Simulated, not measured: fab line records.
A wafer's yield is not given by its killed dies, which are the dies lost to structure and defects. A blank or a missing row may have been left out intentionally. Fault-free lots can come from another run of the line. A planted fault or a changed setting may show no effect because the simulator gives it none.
Code-filled problem report in 8D (eight disciplines) form | flow sfq_line | the parts of the form that need people (team, actions taken, sign-off) are left out

## 1. PROBLEM STATEMENT
time_to_endpoint_s at SFQ_TRILAYER_I3_CMP_CMP_082 reads a mean of 281 s on 1 wafer of 1 lot; wafers without a fault read 218 s with a standard deviation of 7.1. Relative to the usual mean, that is a shift of +8.9 standard deviations.
The step: polishes SiO2.
Earliest sighting: wafer L154.6 on cmp-02 at day 48 01:48. Wafers with a number at this step in the record: 39, from 13 lots. By rule, "out" or "out of limits" means more than 4 standard deviations away from the usual mean. Any other wafer with a number is counted as sound.

## 2. WHAT IT IS; WHAT IT IS NOT
question                    | is                 | is not
which readings at this step | time_to_endpoint_s | motor_current_A
which lots                  | L154               | L143, L144, L145, L147, L148, L149, L150, L152, L153, L162, L163, L165
which wafers of those lots  | L154.6             | L154.1, L154.4
read on which tools         | cmp-02             | cmp-01
when                        | from day 48 01:48  | up to then (29 sound wafers); but 9 sound wafers of L162, L163, L165 came after

## 3. SUSPECTS, AND WHAT RULES EACH OUT
Counting: if a tool at a process step up to the reading ran every lot that is out, it stays a suspect. Sound lots after the first of them don't rule it out here, since some wafers of a struck lot are sound.
- rie_metal-04 at SFQ_TRILAYER_M1_BARC_OPEN_METAL_ETCH_054 (etches BARC in O2, target depth 125 nm, time 41.7 s): kept. L154, the lot that is out, went through it at day 22 14:03; up to then, the latest sound lot through it was L152 at day 21 23:40.
- rie_metal-04 at SFQ_TRILAYER_M1_STRIP_STRIP_043 (strips in O2): kept. L154, the lot that is out, went through it at day 22 14:25; up to then, the latest sound lot through it was L152 at day 22 00:02.
- rie_metal-02 at SFQ_TRILAYER_M3_STRIP_STRIP_079 (strips in O2): kept. L154, the lot that is out, went through it at day 47 12:43; up to then, the latest sound lot through it was L153 at day 47 09:07.
- cmp-02 at SFQ_TRILAYER_I3_CMP_CMP_082 (polishes SiO2): kept. L154, the lot that is out, went through it at day 48 00:18; up to then, the latest sound lot through it was L150 at day 47 00:18. On those wafers its own readings are out: time_to_endpoint_s.
- At SFQ_TRILAYER_I3_CMP_CMP_082, inside cmp-02: chamber 1 took the wafers that are out, while their sound lot-mates went through chambers 2, 3.
Left after counting: rie_metal-04 at SFQ_TRILAYER_M1_BARC_OPEN_METAL_ETCH_054, rie_metal-04 at SFQ_TRILAYER_M1_STRIP_STRIP_043, rie_metal-02 at SFQ_TRILAYER_M3_STRIP_STRIP_079, cmp-02 at SFQ_TRILAYER_I3_CMP_CMP_082.

## 4. THE CAUSE (what the simulator had put in)
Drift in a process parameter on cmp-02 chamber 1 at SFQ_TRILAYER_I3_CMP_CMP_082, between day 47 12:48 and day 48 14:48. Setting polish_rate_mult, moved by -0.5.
Counting leaves 4 suspects; this tool is one of them.

## 5. THE EFFECT CHAIN, in route order
Each row: a reading where the mean over the struck wafers with a number is more than 3 standard deviations away from the usual. Only readings for which the record gives a usual standard deviation are gone through. hours: the time from each lot's start at the first step in this table that gives one to its start at this step, as a median over the lots. sigmas: the change in usual standard deviations.
hours | step                                  | reading            | usual      | on struck wafers | change | sigmas
0     | SFQ_TRILAYER_I3_CMP_CMP_082           | time_to_endpoint_s | 218 s      | 281              | +63    | +8.9
1     | SFQ_TRILAYER_I3_METRO_MEASURE_083     | thk_nm             | 200.3 nm   | 306.5            | +106.2 | +99 or more
131   | SFQ_TRILAYER_I3_VIA_ETCH_VIA_ETCH_088 | oes_product_au     | 0.856 a.u. | 1.006            | +0.150 | +28
Process steps it contains:
- SFQ_TRILAYER_I3_CMP_CMP_082: polishes SiO2.
- SFQ_TRILAYER_I3_METRO_MEASURE_083
- SFQ_TRILAYER_I3_VIA_ETCH_VIA_ETCH_088: etches SiO2 in CHF3, stops on Nb, target depth 260 nm.

## 6. HOW IT WOULD HAVE BEEN CAUGHT EARLIER
First out-of-limits reading in this record: day 48 01:48, which is 13 hours after fault onset at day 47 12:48.
